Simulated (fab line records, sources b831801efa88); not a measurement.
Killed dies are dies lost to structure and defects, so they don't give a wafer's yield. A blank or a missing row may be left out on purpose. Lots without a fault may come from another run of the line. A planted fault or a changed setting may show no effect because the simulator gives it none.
A struck lot beside a sound one | flow sky130 | 19 steps out of a route of 708
Sound: wafers L343.2, L343.5, L343.6. Struck: wafers L355.1, L355.3, L355.6. The cause comes at the end.
At each step with rows: each side's tool, then ch and its chambers, then its first start. Under that, the readings that differ: sound wafers | struck wafers | difference of the means | sigmas: that difference in standard deviations of wafers without a fault.
alike: readings whose means differ by less than 2 such deviations, and words and numbers that are the same on both sides. not compared: withheld readings, readings that some wafer has no value for, bounds like >300 that may hide the same value, and numbers for which the record gives no deviation and whose values overlap.
The two part at a step that has a row with sigmas, a row that says differs or no value, or rows on one side only. Numbers that don't overlap but have no deviation are shown without sigmas and don't part them. A reading that every wafer of one side lacks parts them only if that side has two wafers or more.

SKY_LDD_HVP_OVL_MEAS_07:
  sound on overlay-02, day 23 18:01; struck on overlay-02, day 27 22:04
  alike: LDD_HVP_OVL
then, 1 step without rows for these wafers: SKY_LDD_HVP_IMPLANT_08.
SKY_LDD_HVP_STRIP_09: strips in O2/N2.
  sound on plasma_asher-04 ch 0,1, day 23 18:11; struck on plasma_asher-02 ch 0,1, day 27 22:14
  alike: drypump_motor_current_A, oes_product_au, strip_time_to_endpoint_s
  not compared: rf_hours_counter_h
SKY_LDD_HVP_TW_MEAS_10:
  sound on film_metro-03, day 23 18:18; struck on film_metro-03, day 27 22:20
  alike: LDD_HVP_TW
then, 7 steps without rows for these wafers: SKY_LDD_LDN_DEHYDRATE_00 (time 60 s); SKY_LDD_LDN_HMDS_01 (prime time 60 s); SKY_LDD_LDN_COAT_02 (resist thk 1140 nm); SKY_LDD_LDN_SOFTBAKE_03 (time 60 s); SKY_LDD_LDN_EXPOSE_04 (exposes mask LDNTM, target cd 700 nm); SKY_LDD_LDN_PEB_05; SKY_LDD_LDN_DEVELOP_06 (develop time 60 s).
SKY_LDD_LDN_OVL_MEAS_07:
  sound on overlay-01, day 24 23:49; struck on overlay-02, day 29 02:45
  alike: LDD_LDN_OVL
SKY_LDD_LDN_IMPLANT_08:
  sound on implanter-04 ch 0, day 24 23:52; struck on implanter-01, day 29 02:47
  no value came back on the struck wafers for beam_energy_keV, beam_on_s (s); on the sound wafers beam_energy_keV reads 15.003 15.001 14.997
then, 3 steps without rows for these wafers: SKY_LDD_LDN_IMPLANT_09; SKY_LDD_LDN_IMPLANT_10; SKY_LDD_LDN_IMPLANT_11.
SKY_LDD_LDN_STRIP_12: strips in O2/N2.
  sound on plasma_asher-01 ch 0,1, day 25 00:26; struck on plasma_asher-03 ch 0, day 29 03:23
  alike: drypump_motor_current_A, oes_product_au, strip_time_to_endpoint_s
  not compared: rf_hours_counter_h
SKY_LDD_LDN_TW_MEAS_13:
  sound on film_metro-02, day 25 00:33; struck on film_metro-03, day 29 03:29
  reading    | sound          | struck         | difference | sigmas
  LDD_LDN_TW | 1471 1474 1474 | 1356 1368 1363 | -111       | -15
then, 1 step without rows for these wafers: SKY_LDD_LDN_CLEAN_14 (cleans in SC1/SC2, time 150 s).

WHERE THEY PART
First at SKY_LDD_LDN_IMPLANT_08; last, within this record, at SKY_LDD_LDN_TW_MEAS_13.

WHY: what the simulator had put in
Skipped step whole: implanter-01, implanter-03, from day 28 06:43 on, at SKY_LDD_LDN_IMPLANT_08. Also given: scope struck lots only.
